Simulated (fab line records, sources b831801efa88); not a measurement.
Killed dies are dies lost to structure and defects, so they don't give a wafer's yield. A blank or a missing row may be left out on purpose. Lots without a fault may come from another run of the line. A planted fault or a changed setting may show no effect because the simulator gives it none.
Which tool did it? | flow sfq_line | 15 lots, 45 wafers sampled, at 4 steps of a route of 325

WHAT THE GAUGES READ, wafer by wafer
The record holds no reading of a measuring or inspecting step that can be judged against a usual standard deviation.

WHICH TOOL RAN EACH LOT (tool, then ch and the chambers of the sampled wafers, then the start)
lot  | SFQ_TRILAYER_R5_ETCH_METAL_ETCH_139 | SFQ_TRILAYER_M7_ETCH_METAL_ETCH_180 | SFQ_TRILAYER_I7_DEP_PECVD_183   | SFQ_TRILAYER_I7_VIA_STRIP_STRIP_191
L973 | rie_metal-03 ch 0,1, day 66 15:56   | rie_metal-01 ch 0,1, day 80 14:56   | pecvd-04 ch 0,1,2, day 80 15:50 | rie_metal-04 ch 0,1, day 80 22:41
L974 | rie_metal-03 ch 0,1, day 67 08:44   | rie_metal-01 ch 0,1, day 81 19:52   | pecvd-03 ch 0,1,2, day 81 20:46 | rie_metal-02 ch 1, day 82 05:32
L975 | rie_metal-03 ch 0,1, day 67 17:08   | rie_metal-02 ch 1, day 81 22:16     | pecvd-02 ch 1,2, day 81 23:10   | rie_metal-04 ch 0,1, day 82 09:08
L976 | rie_metal-01 ch 1, day 67 23:08     | rie_metal-02 ch 0,1, day 82 00:40   | pecvd-04 ch 0,2, day 82 01:34   | rie_metal-03 ch 0,1, day 82 10:20
L977 | rie_metal-03 ch 0,1, day 68 00:53   | rie_metal-03 ch 1, day 82 04:22     | pecvd-02 ch 1,2, day 82 05:57   | rie_metal-02 ch 1, day 82 16:10
L983 | rie_metal-03 ch 0,1, day 70 04:02   | rie_metal-03 ch 0,1, day 91 11:28   | pecvd-03 ch 1,2, day 91 12:22   | rie_metal-04 ch 0, day 95 10:13
L984 | rie_metal-04 ch 0,1, day 70 06:32   | rie_metal-03 ch 1, day 91 15:13     | pecvd-04 ch 0,1,2, day 91 16:45 | rie_metal-04 ch 0,1, day 95 14:01
L985 | rie_metal-03 ch 0,1, day 70 11:10   | rie_metal-02 ch 0,1, day 91 17:28   | pecvd-02 ch 1,2, day 91 18:22   | rie_metal-04 ch 1, day 95 17:25
L986 | rie_metal-03 ch 0,1, day 70 17:10   | rie_metal-03 ch 1, day 91 23:31     | pecvd-03 ch 0,1, day 92 01:09   | rie_metal-04 ch 0,1, day 95 22:13
L987 | rie_metal-03 ch 0,1, day 71 02:54   | rie_metal-01 ch 0,1, day 92 09:04   | pecvd-04 ch 0,1,2, day 92 09:58 | rie_metal-03 ch 0,1, day 96 07:49
L988 | rie_metal-03 ch 0,1, day 71 07:13   | rie_metal-02 ch 0,1, day 92 17:28   | pecvd-04 ch 0,1, day 92 18:22   | rie_metal-04 ch 0, day 96 17:46
L989 | rie_metal-03 ch 0,1, day 76 05:10   | rie_metal-02 ch 0,1, day 92 22:16   | pecvd-03 ch 1,2, day 92 23:10   | rie_metal-03 ch 0,1, day 96 19:58
L992 | rie_metal-03 ch 0,1, day 76 15:59   | rie_metal-02 ch 0,1, day 93 05:31   | pecvd-02 ch 0,1, day 93 06:22   | rie_metal-03 ch 0,1, day 97 06:38
L994 | rie_metal-01 ch 0,1, day 77 06:22   | rie_metal-02 ch 0,1, day 94 00:31   | pecvd-04 ch 0,2, day 94 01:25   | rie_metal-04 ch 0,1, day 97 19:38
L996 | rie_metal-04 ch 0, day 78 10:01     | rie_metal-02 ch 0,1, day 94 12:31   | pecvd-03 ch 0,1,2, day 94 13:35 | rie_metal-02 ch 0,1, day 98 08:50
- SFQ_TRILAYER_R5_ETCH_METAL_ETCH_139: etches the open film in Cl2, stops on SiO2, target depth 60 nm, time 40 s.
- SFQ_TRILAYER_M7_ETCH_METAL_ETCH_180: etches Nb in Cl2/Ar, stops on SiO2, target depth 240 nm, time 120 s.
- SFQ_TRILAYER_I7_DEP_PECVD_183: deposits SiO2 from SiH4/N2O, time 111.11 s, target thk 500 nm.
- SFQ_TRILAYER_I7_VIA_STRIP_STRIP_191: strips in O2.

WHAT THE TOOLS THEMSELVES READ (means of the sampled wafers that have a number; where no wafer has one, the mark that the record gives instead)
SFQ_TRILAYER_R5_ETCH_METAL_ETCH_139. Usual: drypump_motor_current_A 5.8 A, standard deviation 0.43; oes_product_au 0.987 a.u., standard deviation 0.0077; rf_fwd_power_W 593 W, standard deviation 3.1.
lot  | tool         | drypump_motor_current_A (A) | oes_product_au (a.u.) | rf_fwd_power_W (W) | flag
L973 | rie_metal-03 | 5.5                         | 0.974                 | 590                |
L974 | rie_metal-03 | 5.5                         | 0.984                 | 590                |
L975 | rie_metal-03 | 5.8                         | 0.982                 | 592                |
L976 | rie_metal-01 | 5.5                         | 0.982                 | 594                |
L977 | rie_metal-03 | 5.5                         | 0.981                 | 590                |
L983 | rie_metal-03 | 5.5                         | 0.982                 | 591                |
L984 | rie_metal-04 | 6.5                         | 0.998                 | 593                |
L985 | rie_metal-03 | 5.5                         | 0.988                 | 591                |
L986 | rie_metal-03 | 5.5                         | 0.980                 | 591                |
L987 | rie_metal-03 | 5.8                         | 0.990                 | 593                |
L988 | rie_metal-03 | 5.5                         | 0.982                 | 592                |
L989 | rie_metal-03 | 5.5                         | 0.983                 | 591                |
L992 | rie_metal-03 | 5.8                         | 0.988                 | 592                |
L994 | rie_metal-01 | 5.6                         | 0.981                 | 592                |
L996 | rie_metal-04 | 6.7                         | 0.995                 | 592                |

SFQ_TRILAYER_M7_ETCH_METAL_ETCH_180. Usual: drypump_motor_current_A 5.7 A, standard deviation 0.4; oes_product_au 0.895 a.u., standard deviation 0.008; rf_fwd_power_W 596.1 W, standard deviation 1.9.
lot  | tool         | drypump_motor_current_A (A) | oes_product_au (a.u.) | rf_fwd_power_W (W) | flag
L973 | rie_metal-01 | 5.6                         | 0.893                 | 597.2              |
L974 | rie_metal-01 | 5.6                         | 0.892                 | 598.0              |
L975 | rie_metal-02 | 6.3                         | 0.892                 | 595.9              |
L976 | rie_metal-02 | 6.1                         | 0.892                 | 596.5              |
L977 | rie_metal-03 | 5.3                         | 0.889                 | 595.7              |
L983 | rie_metal-03 | 5.5                         | 0.884                 | 498.8              | OFF
L984 | rie_metal-03 | 5.2                         | 0.888                 | 496.2              | OFF
L985 | rie_metal-02 | 5.8                         | 0.894                 | 594.9              |
L986 | rie_metal-03 | 5.3                         | 0.883                 | 501.1              | OFF
L987 | rie_metal-01 | 5.6                         | 0.899                 | 595.1              |
L988 | rie_metal-02 | 6.1                         | 0.905                 | 597.0              |
L989 | rie_metal-02 | 6.1                         | 0.887                 | 597.7              |
L992 | rie_metal-02 | 5.8                         | 0.897                 | 596.0              |
L994 | rie_metal-02 | 6.1                         | 0.898                 | 597.5              |
L996 | rie_metal-02 | 6.1                         | 0.897                 | 595.1              |

SFQ_TRILAYER_I7_DEP_PECVD_183. Usual: heater_power_outer_w 28 W, standard deviation 8.7; heater_power_w 83 W, standard deviation 15; showerhead_vpp_V 815 V, standard deviation 36; throttle_valve_pct 24.3 %, standard deviation 1.
lot  | tool     | heater_power_outer_w (W) | heater_power_w (W) | showerhead_vpp_V (V) | throttle_valve_pct (%) | flag
L973 | pecvd-04 | 29                       | 84                 | 808                  | 24.3                   |
L974 | pecvd-03 | 27                       | 87                 | 836                  | 24.3                   |
L975 | pecvd-02 | 36                       | 91                 | 793                  | 24.4                   |
L976 | pecvd-04 | 30                       | 87                 | 794                  | 24.0                   |
L977 | pecvd-02 | 27                       | 74                 | 808                  | 23.9                   |
L983 | pecvd-03 | 33                       | 93                 | 819                  | 23.9                   |
L984 | pecvd-04 | 28                       | 81                 | 808                  | 24.5                   |
L985 | pecvd-02 | 32                       | 87                 | 798                  | 23.2                   |
L986 | pecvd-03 | 29                       | 87                 | 815                  | 26.2                   |
L987 | pecvd-04 | 29                       | 82                 | 820                  | 24.2                   |
L988 | pecvd-04 | 35                       | 89                 | 809                  | 24.5                   |
L989 | pecvd-03 | 31                       | 90                 | 824                  | 24.1                   |
L992 | pecvd-02 | 19                       | 67                 | 817                  | 23.4                   |
L994 | pecvd-04 | 36                       | 92                 | 795                  | 24.1                   |
L996 | pecvd-03 | 33                       | 95                 | 821                  | 25.3                   |

SFQ_TRILAYER_I7_VIA_STRIP_STRIP_191. Usual: drypump_motor_current_A 6.2 A, standard deviation 0.46; oes_product_au 1.002 a.u., standard deviation 0.01.
lot  | tool         | drypump_motor_current_A (A) | oes_product_au (a.u.) | flag
L973 | rie_metal-04 | 6.3                         | 1.006                 |
L974 | rie_metal-02 | 6.3                         | 1.001                 |
L975 | rie_metal-04 | 6.5                         | 1.012                 |
L976 | rie_metal-03 | 5.8                         | 0.997                 |
L977 | rie_metal-02 | 6.4                         | 1.010                 |
L983 | rie_metal-04 | 6.7                         | 1.003                 |
L984 | rie_metal-04 | 6.3                         | 1.005                 |
L985 | rie_metal-04 | 6.1                         | 1.007                 |
L986 | rie_metal-04 | 6.3                         | 1.004                 |
L987 | rie_metal-03 | 5.8                         | 0.994                 |
L988 | rie_metal-04 | 6.7                         | 0.999                 |
L989 | rie_metal-03 | 5.5                         | 0.982                 |
L992 | rie_metal-03 | 5.5                         | 0.994                 |
L994 | rie_metal-04 | 6.5                         | 1.010                 |
L996 | rie_metal-02 | 5.9                         | 0.996                 |

THE ANSWER, worked out from the rows above alone
Rule: a lot is off if the mean of its wafers that have a number lies more than 3 standard deviations from the usual mean. A lot without any number at a reading at which 4 lots or more have one is off too. The other lots that the step has rows for count as sound. The gauges are gone through in route order, then the tools' own readings, and for those a lot's mean is taken as printed above. The first step at which some lot is off is used, and at that step the reading that is off furthest; a lot without a number counts as furthest.
Off: L983, L984, L986, at SFQ_TRILAYER_M7_ETCH_METAL_ETCH_180 (rf_fwd_power_W).
A tool fits if, at that step or a process step before it, it ran every lot that is off, and no sound lot after the first of them. One fits: rie_metal-03 at SFQ_TRILAYER_M7_ETCH_METAL_ETCH_180. Its last sound lot is L977 (day 82 04:22), its first lot that is off L983 (day 91 11:28): a fault that began between those two fits.
The tool's own readings at SFQ_TRILAYER_M7_ETCH_METAL_ETCH_180 bear it out: on the lots that are off they differ by more than 5 times the standard deviation of the sound lots' means. rf_fwd_power_W reads 498.7 W there against 596.4 W on the sound lots.

WHAT THE SIMULATOR HAD PUT IN
Process parameter drift: rie_metal-03, from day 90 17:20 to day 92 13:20, at SFQ_TRILAYER_M7_ETCH_METAL_ETCH_180. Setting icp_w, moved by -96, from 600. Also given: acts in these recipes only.
Lots struck among those shown: L983, L984, L986. The rule above found the same.
